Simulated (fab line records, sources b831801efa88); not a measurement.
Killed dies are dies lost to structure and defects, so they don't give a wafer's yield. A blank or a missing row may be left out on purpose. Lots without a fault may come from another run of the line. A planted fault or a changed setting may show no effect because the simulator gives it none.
One fault seen from 2 desks | flow gf180mcu | each desk has only its own numbers; what lay behind them comes last

THE TOOL OWNER'S DESK: litho_track-04
The tool's own readings at GF_HV_LDD_COAT_41 (resist thk 1000 nm): means of the sampled wafers that have a number, for each lot that ran on this tool. A lot is out of limits, marked OUT, if its mean lies more than 4 standard deviations from the usual mean; the brackets give that distance.
Columns: A = chill_plate_temp_C at GF_HV_LDD_COAT_41, usual 23.02 C
lot  | first seen here | A
L397 | day 13 03:19    | 22.91
L398 | day 13 08:41    | 22.93
L400 | day 14 03:14    | 23.00
L401 | day 14 10:13    | 22.87
L416 | day 19 09:41    | 23.11
L417 | day 19 11:35    | 23.01
This desk's finding: nothing out of limits on any of the 6 lots.

THE METROLOGY DESK
What the gauges read, lot by lot, whatever tool the lot ran on: means of the sampled wafers that have a number. A lot is out of limits, marked OUT, if its mean lies more than 4 standard deviations from the usual mean; the brackets give that distance.
Columns: A = cd_nm at GF_HV_LDD_CD_MEAS_31, usual 399.7 nm; B = HV_LDD_4_TW at GF_HV_LDD_TW_MEAS_50, usual 572; C = NSD_OVL at GF_NSD_OVL_MEAS_08, usual -0.4 nm
lot  | first seen here | A     | B   | C
L396 | day 12 06:16    | 399.8 | 569 | -1.1
L397 | day 12 17:10    | 399.4 | 561 | -2.1
L398 | day 12 22:08    | 396.0 | 584 | 2.5
L399 | day 13 09:13    | 403.4 | 563 | -0.7
L400 | day 13 16:35    | 399.4 | 565 | 0.1
L401 | day 13 23:34    | 402.6 | 582 | -1.3
L410 | day 16 17:31    | 396.3 | 568 | 0.1
L412 | day 17 11:44    | 400.3 | 570 | -0.9
L413 | day 17 17:05    | 396.5 | 569 | -0.5
L414 | day 17 23:35    | 399.8 | 570 | 0.1
L415 | day 18 07:26    | 399.5 | 570 | 0.3
L416 | day 18 20:38    | 400.4 | 567 | 1.1
L417 | day 18 22:27    | 398.2 | 581 | -1.8
This desk's finding: nothing out of limits on any of the 13 lots.

PUT TOGETHER
The tool owner's desk saw nothing out of limits.
The metrology desk saw nothing out of limits.

WHAT THE SIMULATOR HAD PUT IN
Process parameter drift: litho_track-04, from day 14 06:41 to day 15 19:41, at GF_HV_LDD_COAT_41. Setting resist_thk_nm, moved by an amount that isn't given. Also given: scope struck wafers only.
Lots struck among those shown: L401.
